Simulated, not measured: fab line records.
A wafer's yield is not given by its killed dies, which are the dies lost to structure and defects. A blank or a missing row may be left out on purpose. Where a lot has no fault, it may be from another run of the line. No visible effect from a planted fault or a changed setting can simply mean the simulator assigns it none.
fab line records	flow sfq_line
[record] lots = 5	wafers = 15	last_day = 95
route steps=325 shown I0@47 M1@58 I1@73 M2@88 M8@325
lots untouched by any fault: they come from a run of this same line in which no faults occurred
start_h: start of the lot's first displayed wafer, in hours after the record's first day	wait_h: hours since the lot's step before	" same as the row above	L1.1+2: a row that stands for several wafers	- no value, or no start given	* or withheld: withheld	< > ~ a bound
route shown NAME@n: NAME is a module with steps in the file, n the number in the route of the first one	usual: average and standard deviation across the fault-free wafers	same: alike in all rows	chamber/n: place in a boat	sites: each site's reading	_std_site: the standard deviation of these	_edge_site: outer sites' mean less inner sites'	radius_mm: for every site, how far away it sits from the centre of the wafer	mask NAME#n: copy n	behind: the most recent tool/chamber to have shaped the wafer	hold: the reason the lot was held/the length of the hold in hours/how it ended	device: the n, p or np transistor that did not switch	end of line: at the end of the route, the tests of the same wafers	a step given without rows: its recipe and nothing more	killed: dies lost to structure and defects at the first sort, not the wafer's yield	map: the dies of a wafer, with x for killed, . for not killed, _ for no die there
set.NAME: the setting the step ran with; set.NAME@STEP: the setting that earlier step ran with	model.NAME: the simulator's own value behind a step, which no gauge read
lots at selected steps of the route; one table per step, one row per wafer
services: the hour from which a tool's chamber was out of use, counted from the record's first day as start_h (under 0 if before that day), plus the number of hours and why
[[steps]]
[step SFQ_TRILAYER_I0_VIA_LITHO_COAT_036]
[recipe] resist = BARC	spin_rpm = 3000	resist_thk_nm = 62
[step SFQ_TRILAYER_I0_VIA_LITHO_COAT_031]
[recipe] resist = KrF	spin_rpm = 3000	resist_thk_nm = 650
[step SFQ_TRILAYER_I0_VIA_LITHO_SOFTBAKE_035]
[recipe] temp_c = withheld	time_s = withheld	resist = KrF
[step SFQ_TRILAYER_I0_VIA_LITHO_EXPOSE_032]
[recipe] mask_id = I0	na = 0.6	source_shape = conventional	sigma_outer = 0.65	target_cd_nm = 500	dose_mj = 21.3
[step SFQ_TRILAYER_I0_VIA_LITHO_PEB_034]
[recipe] peb_temp_c = 115	peb_time_s = 60	resist = KrF
[step SFQ_TRILAYER_I0_VIA_LITHO_DEVELOP_033]
[recipe] time_s = 60	resist = KrF
[step SFQ_I0_OVL_MEAS_908]
[usual] I0_OVL = 0/5
lot.wafer	tool	chamber	start_h	wait_h	I0_OVL[nm]
L220.1	overlay-01	-	462.77	0.1	2
L220.2	"	-	"	"	4
L220.3	"	-	"	"	5
L222.1	overlay-01	-	481.97	0.1	6
L222.2	"	-	"	"	0
L222.5	"	-	"	"	1
L229.1	overlay-01	-	564.82	0.1	2
L229.2	"	-	"	"	0
L229.4	"	-	"	"	2
L236.1	overlay-02	-	626.71	0.1	-18
L236.5	"	-	"	"	-4
L236.6	"	-	"	"	-12
L238.1	overlay-02	-	650.83	0.1	2
L238.3	"	-	"	"	0
L238.6	"	-	"	"	2
[step SFQ_TRILAYER_I0_VIA_BARC_OPEN_VIA_ETCH_046]
[recipe] mask_material = PR	chemistry = O2	target_depth_nm = 125	target = BARC	source_w = 500	bias_w = 80	pressure_mtorr = 30	time_s = 41.7
[step SFQ_TRILAYER_I0_VIA_ETCH_VIA_ETCH_034]
[recipe] target = SiO2	stop_on = Nb	mask_material = PR	taper_deg = 20	chemistry = CHF3	target_depth_nm = 260	source_w = 500	bias_w = 80	pressure_mtorr = 30	time_s = withheld
[step SFQ_TRILAYER_I0_VIA_STRIP_STRIP_035]
[recipe] gas = O2	power_w = 200	platen_temp_c = 40	overash_fraction = 0.65	chemistry = O2	pressure_mtorr = 50
[step SFQ_TRILAYER_I0_VIA_STRIP_SOLV_CLEAN_036]
[recipe] chemistry = NMP	temp_c = 70	time_s = 600
[step SFQ_TRILAYER_M1_DEP_PRE_CLEAN_038]
[recipe] gas = Ar	time_s = 22.5	bias_v = 250
[step SFQ_TRILAYER_M1_DEP_SPUTTER_037]
[recipe] material = Nb	base_pressure_pa = 1.33e-06	chamber_pressure_pa = 0.1333	substrate_temp_c = 20	resputter_cathode_voltage_v = 400	target_thk_nm = 200	power_w = 2000	time_s = 133.3
[usual] cathode_dc_power_W = 2000.0/0.4	throttle_valve_pct = 30.3/1
lot.wafer	tool	chamber	start_h	wait_h	cathode_dc_power_W	throttle_valve_pct	model.Nb_of_TRILAYER_M1_DEP_SPUTTER_037.thk_nm
L220.1	pvd_sputter-03	-	463.84	0.0	1999.7	30.0	197.7
L220.2	"	-	"	"	1999.4	31.0	199.4
L220.3	"	-	"	"	2000.1	31.0	201
L222.1	pvd_sputter-04	-	483.14	0.0	1999.3	30.5	200.4
L222.2	"	-	"	"	1999.9	29.4	199.3
L222.5	"	-	"	"	1999.8	29.3	199.2
L229.1	pvd_sputter-03	-	565.81	0.0	2107.4	29.9	208.9
L229.2	"	-	"	"	2000.4	29.8	199.4
L229.4	"	-	"	"	1999.9	31.1	199.8
L236.1	pvd_sputter-05	-	627.70	0.0	1999.2	31.4	201.6
L236.5	"	-	"	"	2000.4	28.0	200.3
L236.6	"	-	"	"	2000.2	31.5	200.2
L238.1	pvd_sputter-05	-	651.83	0.0	1999.4	31.3	197.4
L238.3	"	-	"	"	1999.5	27.9	197.6
L238.6	"	-	"	"	2000.0	31.4	196
[step SFQ_M1_RS_MEAS_909]
[recipe] thk_meas_gauge = four-point-probe	reads = Nb_of_TRILAYER_M1_DEP_SPUTTER_037
[usual] M1_NB_RS = 0.893/0.01
lot.wafer	tool	chamber	start_h	wait_h	M1_NB_RS[ohm/sq]
L220.1	film_metro-03	-	463.93	0.0	0.899
L220.2	"	-	"	"	0.890
L220.3	"	-	"	"	0.884
L222.1	film_metro-04	-	483.23	0.0	0.887
L222.2	"	-	"	"	0.891
L222.5	"	-	"	"	0.894
L229.1	film_metro-02	-	565.90	0.0	0.850
L229.2	"	-	"	"	0.892
L229.4	"	-	"	"	0.890
L236.1	film_metro-04	-	627.79	0.0	0.885
L236.5	"	-	"	"	0.888
L236.6	"	-	"	"	0.890
L238.1	film_metro-04	-	651.92	0.0	0.901
L238.3	"	-	"	"	0.903
L238.6	"	-	"	"	0.909
[step SFQ_TRILAYER_M1_LITHO_COAT_044]
[recipe] resist = BARC	spin_rpm = 3000	resist_thk_nm = 62
[step SFQ_TRILAYER_M1_LITHO_COAT_039]
[recipe] resist = KrF	spin_rpm = 3000	resist_thk_nm = 600
[step SFQ_TRILAYER_M1_LITHO_SOFTBAKE_043]
[recipe] temp_c = withheld	time_s = withheld	resist = KrF
[step SFQ_TRILAYER_M1_LITHO_EXPOSE_040]
[recipe] mask_id = M1	na = 0.6	source_shape = conventional	sigma_outer = 0.65	target_cd_nm = 500	dose_mj = 14.4
[step SFQ_TRILAYER_M1_LITHO_PEB_042]
[recipe] peb_temp_c = 115	peb_time_s = 60	resist = KrF
[step SFQ_TRILAYER_M1_LITHO_DEVELOP_041]
[recipe] time_s = 60	resist = KrF
[step SFQ_M1_OVL_MEAS_911]
[usual] M1_OVL = 2/6.7
lot.wafer	tool	chamber	start_h	wait_h	M1_OVL[nm]
L220.1	overlay-01	-	621.91	0.1	19
L220.2	"	-	"	"	15
L220.3	"	-	"	"	22
L222.1	overlay-01	-	641.11	0.1	8
L222.2	"	-	"	"	4
L222.5	"	-	"	"	14
L229.1	overlay-02	-	722.18	0.1	-5
L229.2	"	-	"	"	-4
L229.4	"	-	"	"	-9
L236.1	overlay-02	-	783.85	0.1	2
L236.5	"	-	"	"	2
L236.6	"	-	"	"	-3
L238.1	overlay-02	-	805.45	0.1	1
L238.3	"	-	"	"	2
L238.6	"	-	"	"	6
[step SFQ_TRILAYER_M1_BARC_OPEN_METAL_ETCH_054]
[recipe] mask_material = PR	chemistry = O2	target_depth_nm = 125	target = BARC	icp_w = 600	bias_w = 80	pressure_mtorr = 10	time_s = 41.7
[usual] drypump_motor_current_A = 5.6/0.36	he_backside_leak_sccm = 3.5/0.38	oes_product_au = 0.685/0.0042
lot.wafer	tool	chamber	start_h	wait_h	drypump_motor_current_A	he_backside_leak_sccm	oes_product_au	rf_hours_counter_h
L220.1	rie_metal-02	1	621.95	0.0	6.4	3.3	0.681	31
L220.2	"	0	"	"	5.3	3.6	0.686	78
L220.3	"	0	"	"	5.3	3.6	0.679	-
L222.1	rie_metal-02	1	641.15	0.0	6.5	3.2	0.674	34
L222.2	"	0	"	"	5.3	3.9	0.683	81
L222.5	"	1	"	"	6.4	3.1	0.678	-
L229.1	rie_metal-03	1	722.22	0.0	5.8	3.1	0.686	45
L229.2	"	0	"	"	5.5	3.4	0.687	74
L229.4	"	0	"	"	5.5	3.4	0.683	-
L236.1	rie_metal-01	1	783.89	0.0	5.4	3.6	0.685	29
L236.5	"	0	"	"	5.4	3.9	0.681	-
L236.6	"	1	"	"	5.4	3.3	0.690	-
L238.1	rie_metal-03	0	805.49	0.0	5.5	3.5	0.686	82
L238.3	"	0	"	"	5.5	3.4	0.686	-
L238.6	"	1	"	"	5.8	3.3	0.685	-
[step SFQ_TRILAYER_M1_ETCH_METAL_ETCH_042]
[recipe] target = Nb	stop_on = SiO2	mask_material = PR	chemistry = Cl2/Ar	target_depth_nm = 240	icp_w = 600	bias_w = 80	pressure_mtorr = 10	time_s = 120
[usual] drypump_motor_current_A = 5.6/0.36	he_backside_leak_sccm = 3.5/0.37	oes_product_au = 0.892/0.0073
lot.wafer	tool	chamber	start_h	wait_h	drypump_motor_current_A	he_backside_leak_sccm	oes_product_au	rf_hours_counter_h
L220.1	rie_metal-02	1	622.01	0.0	6.5	3.1	0.886	31
L220.2	"	0	"	"	5.3	3.4	0.889	78
L220.3	"	0	"	"	5.3	6.5	0.893	-
L222.1	rie_metal-02	1	641.21	0.0	6.4	3.0	0.895	34
L222.2	"	0	"	"	5.3	3.9	0.891	82
L222.5	"	1	"	"	6.4	3.2	0.886	-
L229.1	rie_metal-03	1	722.28	0.0	5.8	3.1	0.915	45
L229.2	"	0	"	"	5.5	3.2	0.890	74
L229.4	"	0	"	"	5.5	3.2	0.897	-
L236.1	rie_metal-01	1	783.95	0.0	5.4	3.4	0.896	29
L236.5	"	0	"	"	5.4	3.9	0.893	-
L236.6	"	1	"	"	5.4	3.3	0.898	-
L238.1	rie_metal-03	0	805.55	0.0	5.5	3.3	0.881	82
L238.3	"	0	"	"	5.5	3.5	0.895	-
L238.6	"	1	"	"	5.8	3.2	0.884	-
[step SFQ_TRILAYER_M1_STRIP_STRIP_043]
[recipe] gas = O2	power_w = 200	platen_temp_c = 40	overash_fraction = 0.65	chemistry = O2	pressure_mtorr = 50
[usual] drypump_motor_current_A = 5.6/0.36	he_backside_leak_sccm = 3.48/0.3	oes_product_au = 1.003/0.01
lot.wafer	tool	chamber	start_h	wait_h	drypump_motor_current_A	he_backside_leak_sccm	oes_product_au	rf_hours_counter_h
L220.1	rie_metal-02	1	622.13	0.1	6.4	3.21	0.996	31
L220.2	"	0	"	"	5.3	3.25	0.989	78
L220.3	"	0	"	"	5.3	3.39	0.995	-
L222.1	rie_metal-02	1	641.33	0.1	6.4	3.07	0.993	35
L222.2	"	0	"	"	5.3	3.54	0.989	82
L222.5	"	1	"	"	6.4	3.19	0.991	-
L229.1	rie_metal-03	1	722.40	0.1	5.8	3.32	1.023	45
L229.2	"	0	"	"	5.5	3.32	1.004	74
L229.4	"	0	"	"	5.5	3.34	1.017	-
L236.1	rie_metal-01	1	784.07	0.1	5.4	3.78	0.995	29
L236.5	"	0	"	"	5.4	4.08	0.998	-
L236.6	"	1	"	"	5.4	3.45	1.006	-
L238.1	rie_metal-03	0	805.67	0.1	5.5	3.25	1.001	82
L238.3	"	0	"	"	5.5	3.42	1.000	-
L238.6	"	1	"	"	5.8	3.26	1.015	-
[step SFQ_TRILAYER_M1_STRIP_SOLV_CLEAN_044]
[recipe] chemistry = NMP	temp_c = 70	time_s = 600
[step SFQ_TRILAYER_I1_DEP_PECVD_045]
[recipe] material = SiO2	temp_c = 150	time_s = 111.11	pressure_torr = 2.4	rf_w = 183.3	precursor = SiH4/N2O	target_thk_nm = 500
[usual] heater_power_w = 94/14	throttle_valve_pct = 24.6/0.97
lot.wafer	tool	chamber	start_h	wait_h	heater_power_w	throttle_valve_pct
L220.1	pecvd-04	0	622.91	0.0	102	24.2
L220.2	"	1	"	"	82	25.5
L220.3	"	2	"	"	90	25.6
L222.1	pecvd-04	1	642.11	0.0	81	25.5
L222.2	"	2	"	"	81	25.8
L222.5	"	2	"	"	86	25.8
L229.1	pecvd-04	1	723.18	0.0	76	25.6
L229.2	"	2	"	"	88	26.0
L229.4	"	2	"	"	89	25.8
L236.1	pecvd-02	2	784.85	0.0	104	24.8
L236.5	"	2	"	"	107	24.8
L236.6	"	0	"	"	73	23.3
L238.1	pecvd-04	2	806.45	0.0	89	26.0
L238.3	"	0	"	"	88	24.2
L238.6	"	2	"	"	89	25.6
[step SFQ_TRILAYER_I1_CMP_CMP_046]
[recipe] material = SiO2	down_force_psi = 3	platen_rpm = 60	pad_velocity_m_s = 0.94248
[usual] motor_current_A = 10.2/0.8	time_to_endpoint_s = 216/7.9
lot.wafer	tool	chamber	start_h	wait_h	motor_current_A	time_to_endpoint_s
L220.3	cmp-01	0	622.98	0.0	10.5	207
L220.2	"	1	"	"	10.0	207
L220.1	"	3	624.48	1.5	10.1	218
L222.1	cmp-02	2	643.78	1.6	11.6	212
L222.2	"	3	"	"	10.5	230
L222.5	"	1	645.28	3.1	10.5	240
L229.2	cmp-02	3	723.90	0.7	10.1	219
L229.4	"	1	724.90	1.6	10.5	230
L229.1	"	2	"	"	11.2	203
L236.1	cmp-01	3	786.52	1.6	9.8	208
L236.6	"	1	787.52	2.6	10.5	212
L236.5	"	2	"	"	9.8	209
L238.1	cmp-02	0	810.52	4.0	8.1	208
L238.3	"	1	"	"	11.2	212
L238.6	"	2	"	"	11.2	207
[step SFQ_I1_BOW_MEAS_912]
[recipe] mode = bow
[usual] I1_BOW = 1/6.9
lot.wafer	tool	chamber	start_h	wait_h	I1_BOW[um]
L220.1	film_metro-03	-	625.98	1.0	-12
L220.2	"	-	"	"	-1
L220.3	"	-	"	"	-5
L222.1	film_metro-01	-	645.78	1.5	17
L222.2	"	-	"	"	13
L222.5	"	-	"	"	9
L229.1	film_metro-03	-	726.90	1.0	6
L229.2	"	-	"	"	-3
L229.4	"	-	"	"	4
L236.1	film_metro-01	-	788.52	1.5	2
L236.5	"	-	"	"	4
L236.6	"	-	"	"	2
L238.1	film_metro-03	-	812.52	1.5	10
L238.3	"	-	"	"	10
L238.6	"	-	"	"	-3
[step SFQ_TRILAYER_I1_METRO_MEASURE_047]
[step SFQ_TRILAYER_I1_VIA_LITHO_COAT_054]
[recipe] resist = BARC	spin_rpm = 3000	resist_thk_nm = 62
[step SFQ_TRILAYER_I1_VIA_LITHO_COAT_049]
[recipe] resist = KrF	spin_rpm = 3000	resist_thk_nm = 650
[step SFQ_TRILAYER_I1_VIA_LITHO_SOFTBAKE_053]
[recipe] temp_c = withheld	time_s = withheld	resist = KrF
[step SFQ_TRILAYER_I1_VIA_LITHO_EXPOSE_050]
[recipe] mask_id = I1	na = 0.6	source_shape = conventional	sigma_outer = 0.65	target_cd_nm = 500	dose_mj = 21.3
[step SFQ_TRILAYER_I1_VIA_LITHO_PEB_052]
[recipe] peb_temp_c = 115	peb_time_s = 60	resist = KrF
[step SFQ_TRILAYER_I1_VIA_LITHO_DEVELOP_051]
[recipe] time_s = 60	resist = KrF
[step SFQ_I1_OVL_MEAS_913]
[usual] I1_OVL = 1/4.8
lot.wafer	tool	chamber	start_h	wait_h	I1_OVL[nm]
L220.1	overlay-02	-	630.08	0.1	1
L220.2	"	-	"	"	0
L220.3	"	-	"	"	-3
L222.1	overlay-01	-	701.03	0.1	-2
L222.2	"	-	"	"	-3
L222.5	"	-	"	"	-6
L229.1	overlay-02	-	730.47	0.1	7
L229.2	"	-	"	"	7
L229.4	"	-	"	"	7
L236.1	overlay-01	-	792.09	0.1	1
L236.5	"	-	"	"	1
L236.6	"	-	"	"	3
L238.1	overlay-01	-	820.79	0.1	0
L238.3	"	-	"	"	1
L238.6	"	-	"	"	-3
[step SFQ_TRILAYER_I1_VIA_BARC_OPEN_VIA_ETCH_071]
[recipe] mask_material = PR	chemistry = O2	target_depth_nm = 125	target = BARC	source_w = 500	bias_w = 80	pressure_mtorr = 30	time_s = 41.7
[step SFQ_TRILAYER_I1_VIA_ETCH_VIA_ETCH_052]
[recipe] target = SiO2	stop_on = Nb	mask_material = PR	taper_deg = 20	chemistry = CHF3	target_depth_nm = 260	source_w = 500	bias_w = 80	pressure_mtorr = 30	time_s = withheld
[step SFQ_TRILAYER_I1_VIA_STRIP_STRIP_053]
[recipe] gas = O2	power_w = 200	platen_temp_c = 40	overash_fraction = 0.65	chemistry = O2	pressure_mtorr = 50
[usual] drypump_motor_current_A = 5.5/0.44	he_backside_leak_sccm = 3.5/0.33	oes_product_au = 1.003/0.0081
lot.wafer	tool	chamber	start_h	wait_h	drypump_motor_current_A	he_backside_leak_sccm	oes_product_au	rf_hours_counter_h
L220.1	rie_metal-02	0	630.27	-	5.3	3.6	0.988	79
L220.2	"	1	"	"	6.5	3.1	0.990	32
L220.3	"	1	"	"	6.4	3.2	0.991	-
L222.1	rie_metal-02	0	701.22	-	5.3	3.7	0.997	91
L222.2	"	1	"	"	6.4	3.3	0.990	44
L222.5	"	0	"	"	5.3	3.6	1.004	-
L229.1	rie_metal-04	0	730.66	-	5.3	3.5	1.013	36
L229.2	"	1	"	"	5.1	3.7	1.013	50
L229.4	"	1	"	"	5.2	3.8	0.997	-
L236.1	rie_metal-01	1	792.28	-	5.4	3.8	1.004	30
L236.5	"	1	"	"	5.4	3.5	1.007	-
L236.6	"	0	"	"	5.4	3.5	1.007	-
L238.1	rie_metal-04	1	820.98	-	5.2	3.6	1.008	64
L238.3	"	1	"	"	5.2	3.3	1.008	-
L238.6	"	0	"	"	5.3	3.5	1.009	-
[step SFQ_TRILAYER_I1_VIA_STRIP_SOLV_CLEAN_054]
[recipe] chemistry = NMP	temp_c = 70	time_s = 600
[step SFQ_TRILAYER_M2_DEP_PRE_CLEAN_056]
[recipe] gas = Ar	time_s = 22.5	bias_v = 250
[step SFQ_M8_BOW_MEAS_951]
[recipe] mode = bow
[usual] M8_BOW = 8/9.7
lot.wafer	tool	chamber	start_h	wait_h	M8_BOW[um]	model.etest.m1.ohm_um	model.etest.i0.link_ohm	model.etest.m1.ohm_sq	model.etest.i1.link_ohm
L220.1	film_metro-02	-	1914.37	0.0	-6	1.803	1.984	0.9	1.964
L220.2	"	-	"	"	5	1.787	1.978	0.8927	1.962
L220.3	"	-	"	"	2	1.768	1.99	0.8854	1.942
L222.1	film_metro-01	-	1962.36	0.0	14	1.778	1.974	0.888	1.954
L222.2	"	-	"	"	12	1.784	1.965	0.893	1.956
L222.5	"	-	"	"	8	1.79	1.964	0.8932	1.961
L229.1	film_metro-02	-	2168.54	0.0	8	1.692	1.915	0.8519	1.911
L229.2	"	-	"	"	-1	1.777	1.972	0.8926	1.954
L229.4	"	-	"	"	6	1.785	1.962	0.8905	1.957
L236.1	film_metro-01	-	2258.84	0.0	10	1.775	1.963	0.8828	1.97
L236.5	"	-	"	"	11	1.779	1.956	0.8883	1.962
L236.6	"	-	"	"	11	1.782	1.962	0.889	1.973
L238.1	film_metro-01	-	2270.97	0.0	13	1.822	1.984	0.9017	1.965
L238.3	"	-	"	"	13	1.815	1.99	0.9007	1.963
L238.6	"	-	"	"	1	1.81	1.989	0.908	1.982
[[services]]
tool	chamber	start_h	hours	kind
rie_metal-03	1	443.79	8.5	repair
rie_metal-02	-	456.79	0.6	repair
pecvd-04	-	462.36	1.4	repair
cmp-02	-	470.61	19.3	repair
rie_metal-03	-	498.99	4.9	repair
cmp-02	-	535.83	9.4	pm
cmp-02	-	546.06	11.9	repair
rie_metal-03	-	578.56	1.0	repair
cmp-02	-	589.46	2.3	repair
rie_metal-03	0	599.35	48.2	repair
rie_metal-03	1	627.63	16.1	repair
rie_metal-02	-	633.73	0.5	repair
rie_metal-03	-	646.13	28.1	pm
rie_metal-03	-	674.23	2.8	pm
rie_metal-03	1	685.24	2.5	repair
pecvd-04	0	699.70	1.8	repair
pecvd-04	-	701.31	0.9	repair
cmp-02	-	718.23	1.7	repair
cmp-02	-	737.78	0.3	repair
rie_metal-02	-	746.79	0.6	repair
cmp-02	-	751.70	4.0	pm
rie_metal-03	-	751.85	15.6	pm
pecvd-04	-	754.97	2.5	repair
rie_metal-02	0	775.72	5.6	repair
[[key]]
[first_sign] step = SFQ_TRILAYER_M1_DEP_SPUTTER_037	reading = cathode_dc_power_W	direction = up	sigmas = 99+	usual = 2000.0	struck = 2107.4
[effect] step = SFQ_M1_RS_MEAS_909	reading = M1_NB_RS	direction = down	sigmas = 4.2	usual = 0.893	struck = 0.850
[effect] step = SFQ_TRILAYER_M1_ETCH_METAL_ETCH_042	reading = oes_product_au	direction = up	sigmas = 3.3	usual = 0.892	struck = 0.915
[model_effect] step = SFQ_TRILAYER_M1_DEP_SPUTTER_037	value = Nb_of_TRILAYER_M1_DEP_SPUTTER_037.thk_nm	without = 198.2	struck = 208.9
[model_effect] step = SFQ_M8_BOW_MEAS_951	value = etest.m1.ohm_um	without = 1.783	struck = 1.692
met_at SFQ_TRILAYER_M1_DEP_SPUTTER_037
struck_wafers L229.1
onset_between 463.84 565.81
[fault] kind = process_parameter_drift	tool = pvd_sputter-03	chamber = -	onset_h = 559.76	steps = SFQ_TRILAYER_M1_DEP_SPUTTER_037	channel = power_w	offset = 107.46	shape = step	end_h = 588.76	acts_in = these_recipes_only	stated = 2000	scope = struck_wafers_only
